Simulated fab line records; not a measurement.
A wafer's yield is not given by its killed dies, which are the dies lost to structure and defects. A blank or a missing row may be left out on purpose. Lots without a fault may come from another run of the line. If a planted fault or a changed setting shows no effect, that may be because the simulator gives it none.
fab line records    flow sky130
record: lots: 12  wafers: 36  lastDay: 50
route steps=708 shown CAP2M@619 PASSIVATION@693 PAD_OPEN@702
lots that met no fault: taken from a fault-free run of the same line
startH: hours from the record's opening day to when the first of the lot's shown wafers began    waitH: hours since the lot's step before    " as in the row above    L1.1+2: a row that stands for several wafers    - either no value or no given start    * or withheld: withheld    < > ~ a bound
route shown NAME@n: names a module that has steps shown in the file, with the first one's number in the route    usual: average and standard deviation across the fault-free wafers    same: alike in all rows    chamber/n: place in a boat    sites: readings site by site    _std_site: their standard deviation    _edge_site: mean of outer sites minus mean of inner sites    radiusMm: for every site, how far away it sits from the centre of the wafer    mask NAME#n: copy n    behind: the tool/chamber that last shaped the wafer    hold: why the lot was held/for how many hours/how that ended    device: transistor that didn't switch, given as n, p or np    end of line: the route-end tests of the same wafers    a step without rows: its recipe alone    killed: not the wafer's yield, but the dies lost to structure and defects at the first sort    map: dies across one wafer; x = killed, . = not, _ = none there
set.NAME: the setting as run; set.NAME@STEP: as run at that earlier step    model.NAME: the simulator's own value behind a step, which no gauge read
route steps across a sampled set of lots; one table per step, one row per wafer
services: the hour from which a tool's chamber was out of use, counted from the record's first day as startH (under 0 if before that day), plus the number of hours and why
== steps ==
step: SKY_CAP2M_CLEAN_16
recipe: chemistry: IPA  timeS: 180  tempC: 25
lot.wafer   tool         chamber  startH   waitH
L213.1+2+4  wetBench-03  1        942.38   0.0
L214.2+4+5  wetBench-01  1        946.17   0.0
L216.4+5+6  wetBench-04  3        981.31   0.0
L217.1+4+6  wetBench-01  3        1010.12  0.0
L219.1+4+6  wetBench-04  3        1017.41  0.0
L220.2+3+5  wetBench-01  1        1025.58  0.0
L225.1+2+3  wetBench-04  3        1053.35  0.0
L229.1+2+3  wetBench-03  3        1071.05  0.0
L228.1+5+6  wetBench-04  0        1074.21  0.0
L231.2+3+4  wetBench-01  3        1080.91  0.0
L233.1+3+5  wetBench-03  3        1087.51  0.0
L236.1+3+6  wetBench-01  3        1103.06  0.0
step: SKY_PASSIVATION_STRIP_12
recipe: chemistry: O2/N2  powerW: 1400  pressureMtorr: 1500  platenTempC: withheld  overashFraction: 0.7  o2FlowSccm: 3000  n2FlowSccm: 300
usual: drypumpMotorCurrentA: 5.67/0.3  oesProductAu: 0.661/0.005  stripTimeToEndpointS: 31.52/0.12
lot.wafer  tool            chamber  startH   waitH  drypumpMotorCurrentA  oesProductAu  rfHoursCounterH  stripTimeToEndpointS
L213.1     plasmaAsher-03  1        1038.10  0.1    6.18                  0.667         62               31.62
L213.2     "               0        "        "      5.83                  0.662         62               31.52
L213.4     "               0        "        "      5.84                  0.665         -                31.46
L214.2     plasmaAsher-03  1        1042.06  0.1    6.19                  0.660         62               31.54
L214.4     "               1        "        "      6.18                  0.665         -                31.65
L214.5     "               0        "        "      5.80                  0.664         -                31.47
L216.4     plasmaAsher-03  1        1071.82  0.1    6.18                  0.662         -                31.49
L216.5     "               1        "        "      6.20                  0.664         -                31.55
L216.6     "               0        "        "      5.81                  0.656         -                31.40
L217.1     plasmaAsher-01  0        1100.64  0.1    5.25                  0.668         35               31.43
L217.4     "               0        "        "      5.29                  0.669         -                31.36
L217.6     "               0        "        "      5.27                  0.672         -                31.45
L219.1     plasmaAsher-03  0        1107.39  0.1    5.84                  0.663         69               31.45
L219.4     "               1        "        "      6.16                  0.664         -                31.43
L219.6     "               0        "        "      5.82                  0.661         -                31.33
L220.2     plasmaAsher-04  0        1116.91  0.1    5.81                  0.651         99               31.48
L220.3     "               0        "        "      5.82                  0.653         -                31.57
L220.5     "               0        "        "      5.81                  0.655         -                31.49
L225.1     plasmaAsher-04  0        1137.96  0.1    5.87                  0.656         101              31.60
L225.2     "               1        "        "      5.74                  0.662         101              31.40
L225.3     "               1        "        "      5.74                  0.661         -                31.35
L229.1     plasmaAsher-04  1        1154.29  0.1    5.73                  0.664         103              31.38
L229.2     "               0        "        "      5.81                  0.664         103              31.48
L229.3     "               0        "        "      5.85                  0.655         -                31.59
L228.1     plasmaAsher-01  0        1157.60  0.1    5.20                  0.655         41               31.45
L228.5     "               0        "        "      5.26                  0.649         -                31.58
L228.6     "               1        "        "      5.47                  0.665         -                31.68
L231.2     plasmaAsher-04  1        1164.35  0.1    5.75                  0.671         104              31.59
L231.3     "               0        "        "      5.84                  0.659         -                31.66
L231.4     "               1        "        "      5.73                  0.656         -                31.56
L233.1     plasmaAsher-01  0        1169.51  0.1    5.28                  0.660         42               31.58
L233.3     "               0        "        "      5.28                  0.667         -                31.58
L233.5     "               1        "        "      5.46                  0.656         -                31.49
L236.1     plasmaAsher-03  1        1184.49  0.1    6.17                  0.665         76               31.80
L236.3     "               1        "        "      6.18                  0.661         -                31.86
L236.6     "               1        "        "      6.18                  0.668         -                31.82
step: SKY_PAD_OPEN_STRIP_08
recipe: chemistry: O2/N2  powerW: 1400  pressureMtorr: 1500  platenTempC: withheld  overashFraction: 0.7  o2FlowSccm: 3000  n2FlowSccm: 300
usual: drypumpMotorCurrentA: 5.5/0.51  oesProductAu: 0.663/0.005  stripTimeToEndpointS: 37.03/0.095
lot.wafer  tool            chamber  startH   waitH  drypumpMotorCurrentA  oesProductAu  rfHoursCounterH  stripTimeToEndpointS
L213.1     plasmaAsher-01  1        1058.41  0.1    5.5                   0.665         31               36.98
L213.2     "               0        "        "      5.2                   0.658         31               36.88
L213.4     "               0        "        "      5.3                   0.664         -                36.89
L214.2     plasmaAsher-03  1        1061.55  0.1    6.2                   0.656         64               37.12
L214.4     "               0        "        "      5.8                   0.666         -                37.05
L214.5     "               1        "        "      6.2                   0.663         -                36.99
L216.4     plasmaAsher-01  1        1092.87  0.0    5.5                   0.653         -                37.07
L216.5     "               1        "        "      5.5                   0.660         -                36.99
L216.6     "               0        "        "      5.3                   0.652         -                37.00
L217.1     plasmaAsher-01  1        1121.09  0.1    5.5                   0.648         37               37.03
L217.4     "               1        "        "      5.5                   0.661         -                37.07
L217.6     "               0        "        "      5.3                   0.669         -                37.01
L219.1     plasmaAsher-02  1        1128.19  0.1    4.8                   0.659         6                37.09
L219.4     "               0        "        "      6.0                   0.667         -                37.12
L219.6     "               0        "        "      6.1                   0.665         -                37.09
L220.2     plasmaAsher-01  0        1138.65  0.1    5.2                   0.660         39               36.97
L220.3     "               1        "        "      5.5                   0.665         -                37.08
L220.5     "               1        "        "      5.5                   0.665         -                36.99
L225.1     plasmaAsher-02  1        1156.70  0.1    4.8                   0.660         9                37.08
L225.2     "               0        "        "      6.1                   0.660         9                37.18
L225.3     "               1        "        "      4.8                   0.655         -                36.97
L229.1     plasmaAsher-03  0        1171.40  0.1    5.8                   0.666         75               36.92
L229.2     "               1        "        "      6.2                   0.664         75               36.99
L229.3     "               1        "        "      6.2                   0.667         -                37.13
L228.1     plasmaAsher-02  1        1175.06  0.1    4.8                   0.660         11               37.00
L228.5     "               0        "        "      6.1                   0.661         -                36.97
L228.6     "               1        "        "      4.7                   0.664         -                37.11
L231.2     plasmaAsher-03  1        1180.94  0.1    6.2                   0.660         76               37.05
L231.3     "               0        "        "      5.8                   0.669         -                37.14
L231.4     "               1        "        "      6.2                   0.664         -                37.19
L233.1     plasmaAsher-01  0        1185.96  0.1    5.3                   0.665         43               37.05
L233.3     "               1        "        "      5.5                   0.664         -                36.95
L233.5     "               1        "        "      5.5                   0.663         -                37.06
L236.1     plasmaAsher-02  0        1199.75  0.1    6.1                   0.666         13               36.97
L236.3     "               0        "        "      6.1                   0.662         -                36.95
L236.6     "               0        "        "      6.1                   0.650         -                36.99
step: SKY_PAD_OPEN_BOW_MEAS_13
recipe: mode: bow
usual: PAD_OPEN_BOW: 48/9
lot.wafer  tool          chamber  startH   waitH  PAD_OPEN_BOW[um]
L213.1     filmMetro-01  -        1060.55  -      35
L213.2     "             -        "        "      49
L213.4     "             -        "        "      44
L214.2     filmMetro-02  -        1064.11  -      44
L214.4     "             -        "        "      32
L214.5     "             -        "        "      31
L216.4     filmMetro-01  -        1095.20  -      36
L216.5     "             -        "        "      38
L216.6     "             -        "        "      51
L217.1     filmMetro-01  -        1124.04  -      33
L217.4     "             -        "        "      45
L217.6     "             -        "        "      53
L219.1     filmMetro-04  -        1130.30  -      44
L219.4     "             -        "        "      44
L219.6     "             -        "        "      51
L220.2     filmMetro-01  -        1140.84  -      47
L220.3     "             -        "        "      51
L220.5     "             -        "        "      47
L225.1     filmMetro-01  -        1158.85  -      43
L225.2     "             -        "        "      51
L225.3     "             -        "        "      58
L229.1     filmMetro-01  -        1173.54  -      41
L229.2     "             -        "        "      50
L229.3     "             -        "        "      43
L228.1     filmMetro-02  -        1177.16  -      58
L228.5     "             -        "        "      63
L228.6     "             -        "        "      48
L231.2     filmMetro-01  -        1183.06  -      60
L231.3     "             -        "        "      48
L231.4     "             -        "        "      51
L233.1     filmMetro-02  -        1188.15  -      56
L233.3     "             -        "        "      44
L233.5     "             -        "        "      46
L236.1     filmMetro-02  -        1201.89  -      44
L236.3     "             -        "        "      51
L236.6     "             -        "        "      54
step: SKY_PAD_OPEN_PROBE_99
usual: defectLimitedYield: 82.5/1.9  killed_at_M0_to_M3: 42/6.4  killed_at_M4_up: 2.9/1.7  killedAtContacts: 25/5.2  killedAtFrontEnd: 16/4.4  killedAtOther: 0.4/0.65  killedDies: 86/9.2  killedOpen: 47/6.6  killedShort: 39/5.8  sort_bin_3_pad_short: 0.9/0.42  sort_bin_5_function: 10.4/1.5  sort_bin_6_memory: 6.3/1  sortNPass: 406/9.2  sortYieldPct: 82.5/1.9
same: grossDies: 492  killedAtBackSide: 0  sort_bin_4_leakage[%]: 0  sort_bin_8_speed[%]: 0
lot.wafer  tool       chamber  startH   waitH  defectLimitedYield[%]  killed_at_M0_to_M3  killed_at_M4_up  killedAtContacts  killedAtFrontEnd  killedAtOther  killedDies  killedOpen  killedShort  sort_bin_3_pad_short[%]  sort_bin_5_function[%]  sort_bin_6_memory[%]  sortNPass  sortYieldPct[%]
L217.1     prober-02  -        1124.16  0.1    82.3                   40                  5                17                25                0              87          50          37           1.2                      11.4                    5.1                   405        82.3
L217.4     prober-02  -        1124.31  0.2    84.1                   39                  3                19                16                1              78          42          35           1.4                      9.1                     5.3                   414        84.1
L217.6     prober-02  -        1124.41  0.2    83.7                   41                  5                14                20                0              80          38          42           0.4                      10.8                    5.1                   412        83.7
L225.1     prober-01  -        1158.97  0.1    68.3                   51                  2                23                12                68             156         46          42           5.9                      16.7                    9.1                   336        68.3
L225.2     prober-01  -        1159.02  0.1    74.4                   27                  1                24                13                61             126         37          26           5.3                      13.4                    6.9                   366        74.4
L225.3     prober-01  -        1159.07  0.2    70.9                   30                  3                22                19                69             143         35          38           5.7                      16.3                    7.1                   349        70.9
L229.1     prober-02  -        1173.66  0.1    81.7                   43                  2                33                12                0              90          54          36           0.2                      11.6                    6.5                   402        81.7
L229.2     prober-02  -        1173.71  0.1    81.7                   35                  1                29                24                1              90          56          34           0.4                      13.2                    4.7                   402        81.7
L229.3     prober-02  -        1173.76  0.2    81.5                   36                  1                33                20                1              91          54          37           1.6                      9.8                     7.1                   401        81.5
L228.1     prober-02  -        1177.28  0.1    73.2                   28                  2                20                13                69             132         39          24           5.5                      14.6                    6.7                   360        73.2
L228.5     prober-02  -        1177.48  0.2    68.7                   40                  2                24                21                67             154         53          35           4.9                      17.9                    8.5                   338        68.7
L228.6     prober-02  -        1177.53  0.2    67.7                   36                  4                29                21                69             159         51          39           5.5                      19.9                    6.9                   333        67.7
L231.2     prober-01  -        1183.21  0.1    80.7                   46                  2                24                23                0              95          56          39           0.6                      11.0                    7.7                   397        80.7
L231.3     prober-01  -        1183.26  0.2    82.5                   51                  4                15                14                2              86          43          41           0.8                      10.0                    6.7                   406        82.5
L231.4     prober-01  -        1183.31  0.2    80.3                   50                  4                16                25                2              97          49          46           0.8                      11.2                    7.7                   395        80.3
L233.1     prober-02  -        1188.27  0.1    81.9                   48                  3                24                14                0              89          49          40           0.8                      9.8                     7.5                   403        81.9
L233.3     prober-02  -        1188.37  0.2    81.3                   47                  2                35                8                 0              92          54          38           1.2                      10.0                    7.5                   400        81.3
L233.5     prober-02  -        1188.47  0.2    80.9                   48                  6                27                13                0              94          51          42           1.0                      10.2                    7.9                   398        80.9
killed by level:class
L217.1 FIELD_ISO:geometricParticle:open=7 POLY_GATE:geometricParticle:open=7 VIA1:geometricParticle:open=7 POLY_GATE:geometricParticle:short=6 CONTACT:geometricParticle:open=6 VIA3:geometricParticle:open=6 VIA1:geometricParticle:short=6 LI_CONTACT:geometricParticle:open=5
L217.4 LI_CONTACT:geometricParticle:open=12 VIA1:geometricParticle:open=9 METAL2:geometricParticle:short=7 VIA1:geometricParticle:short=7 POLY_GATE:geometricParticle:open=5 VIA2:geometricParticle:open=4 VIA3:geometricParticle:open=4 FIELD_ISO:geometricParticle:short=3
L217.6 POLY_GATE:geometricParticle:short=7 VIA2:geometricParticle:open=7 VIA3:geometricParticle:open=7 LI_CONTACT:geometricParticle:open=5 VIA1:geometricParticle:open=5 METAL4:geometricParticle:short=5 FIELD_ISO:geometricParticle:short=4 FIELD_ISO:geometricParticle:open=4
L225.1 CAP2M:unspecified=68 VIA1:geometricParticle:open=13 CONTACT:geometricParticle:short=8 VIA1:geometricParticle:short=8 CONTACT:geometricParticle:open=6 VIA3:geometricParticle:open=6 METAL2:geometricParticle:short=5 LI_CONTACT:geometricParticle:open=4
L225.2 CAP2M:unspecified=61 VIA3:geometricParticle:open=9 LI_CONTACT:geometricParticle:open=8 LOCAL_INTERCONNECT:geometricParticle:short=7 VIA2:geometricParticle:open=6 CONTACT:geometricParticle:open=5 FIELD_ISO:geometricParticle:open=4 SPACER:geometricParticle:short=3
L225.3 CAP2M:unspecified=69 VIA3:geometricParticle:open=7 FIELD_ISO:geometricParticle:short=6 LOCAL_INTERCONNECT:geometricParticle:short=5 CONTACT:geometricParticle:short=5 VIA1:geometricParticle:short=5 POLY_GATE:geometricParticle:open=4 VIA1:geometricParticle:open=4
L229.1 VIA2:geometricParticle:open=11 LI_CONTACT:geometricParticle:open=9 VIA1:geometricParticle:open=9 LOCAL_INTERCONNECT:geometricParticle:short=7 CONTACT:geometricParticle:open=7 VIA3:geometricParticle:open=5 CONTACT:geometricParticle:short=5 POLY_GATE:geometricParticle:open=4
L229.2 VIA1:geometricParticle:open=14 CONTACT:geometricParticle:open=10 LOCAL_INTERCONNECT:geometricParticle:open=6 FIELD_ISO:geometricParticle:open=5 POLY_GATE:geometricParticle:short=5 POLY_GATE:geometricParticle:open=5 METAL2:geometricParticle:short=5 VIA3:geometricParticle:open=5
L229.3 CONTACT:geometricParticle:open=13 VIA1:geometricParticle:open=9 VIA3:geometricParticle:open=8 LI_CONTACT:geometricParticle:open=6 CONTACT:geometricParticle:short=6 FIELD_ISO:geometricParticle:open=5 FIELD_ISO:geometricParticle:short=4 LOCAL_INTERCONNECT:geometricParticle:short=4
L228.1 CAP2M:unspecified=68 VIA1:geometricParticle:open=8 METAL2:geometricParticle:short=7 FIELD_ISO:geometricParticle:open=6 LI_CONTACT:geometricParticle:open=6 CONTACT:geometricParticle:open=5 FIELD_ISO:geometricParticle:short=4 LOCAL_INTERCONNECT:geometricParticle:short=4
L228.5 CAP2M:unspecified=66 VIA1:geometricParticle:open=14 CONTACT:geometricParticle:open=10 VIA2:geometricParticle:open=8 LI_CONTACT:geometricParticle:open=6 FIELD_ISO:geometricParticle:short=6 SPACER:geometricParticle:short=6 METAL1:geometricParticle:short=5
L228.6 CAP2M:unspecified=68 CONTACT:geometricParticle:open=11 POLY_GATE:geometricParticle:open=9 LI_CONTACT:geometricParticle:open=8 VIA3:geometricParticle:open=5 FIELD_ISO:geometricParticle:short=4 FIELD_ISO:geometricParticle:open=4 LOCAL_INTERCONNECT:geometricParticle:short=4
L231.2 VIA1:geometricParticle:open=13 LI_CONTACT:geometricParticle:open=9 CONTACT:geometricParticle:open=8 VIA1:geometricParticle:short=8 FIELD_ISO:geometricParticle:short=7 FIELD_ISO:geometricParticle:open=6 VIA3:geometricParticle:open=6 VIA2:geometricParticle:open=5
L231.3 VIA1:geometricParticle:open=10 CONTACT:geometricParticle:open=6 VIA2:geometricParticle:open=6 VIA3:geometricParticle:short=6 VIA3:geometricParticle:open=6 METAL1:geometricParticle:short=5 VIA2:geometricParticle:short=5 POLY_GATE:geometricParticle:short=4
L231.4 METAL2:geometricParticle:short=9 FIELD_ISO:geometricParticle:open=8 VIA1:geometricParticle:short=8 VIA1:geometricParticle:open=8 VIA2:geometricParticle:open=8 CONTACT:geometricParticle:open=7 POLY_GATE:geometricParticle:open=6 POLY_GATE:geometricParticle:short=5
L233.1 VIA1:geometricParticle:open=14 VIA2:geometricParticle:open=10 LOCAL_INTERCONNECT:geometricParticle:short=7 CONTACT:geometricParticle:open=7 LI_CONTACT:geometricParticle:open=6 METAL1:geometricParticle:short=5 FIELD_ISO:geometricParticle:open=4 METAL3:geometricParticle:short=4
L233.3 VIA1:geometricParticle:open=15 CONTACT:geometricParticle:open=13 LI_CONTACT:geometricParticle:open=8 VIA1:geometricParticle:short=8 VIA2:geometricParticle:open=5 CONTACT:geometricParticle:short=5 LI_CONTACT:geometricParticle:short=4 LOCAL_INTERCONNECT:geometricParticle:short=4
L233.5 VIA1:geometricParticle:open=17 CONTACT:geometricParticle:open=11 LI_CONTACT:geometricParticle:open=7 METAL1:geometricParticle:short=7 METAL2:geometricParticle:short=5 VIA3:geometricParticle:open=5 METAL4:geometricParticle:short=5 LOCAL_INTERCONNECT:geometricParticle:short=4
== services ==
tool            chamber  startH   hours  kind
plasmaAsher-03  -        936.46   2.5    repair
plasmaAsher-01  -        966.93   14.9   repair
plasmaAsher-02  -        1055.25  9.0    pm
plasmaAsher-02  0        1055.25  9.0    ventCycle
plasmaAsher-02  1        1055.25  9.0    ventCycle
plasmaAsher-02  0        1064.25  -      clean
plasmaAsher-02  1        1064.25  -      clean
plasmaAsher-03  -        1067.99  3.6    repair
wetBench-01     -        1108.43  1.8    repair
plasmaAsher-04  -        1142.10  2.8    pm
wetBench-03     -        1155.09  4.2    repair
plasmaAsher-04  -        1183.41  0.4    repair
plasmaAsher-04  -        1185.86  0.7    repair
== key ==
firstSign: step: SKY_PAD_OPEN_PROBE_99  reading: killedAtOther  direction: up  sigmas: 67  usual: 0.4  struck: 67.2
effect: step: SKY_PAD_OPEN_PROBE_99  reading: sort_bin_3_pad_short  direction: up  sigmas: 11  usual: 0.9  struck: 5.5
metAt SKY_CAP2M_CLEAN_16
struckLots L225,L228
notActingAt SKY_PASSIVATION_STRIP_12,SKY_PAD_OPEN_STRIP_08,SKY_PAD_OPEN_BOW_MEAS_13
onsetBetween 1017.41 1053.35
fault: kind: chamberParticleSource  tool: wetBench-04  chamber: -  onsetH: 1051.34  steps: SKY_CAP2M_CLEAN_16  ratePerVisitCm2: 2.0796  endH: 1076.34
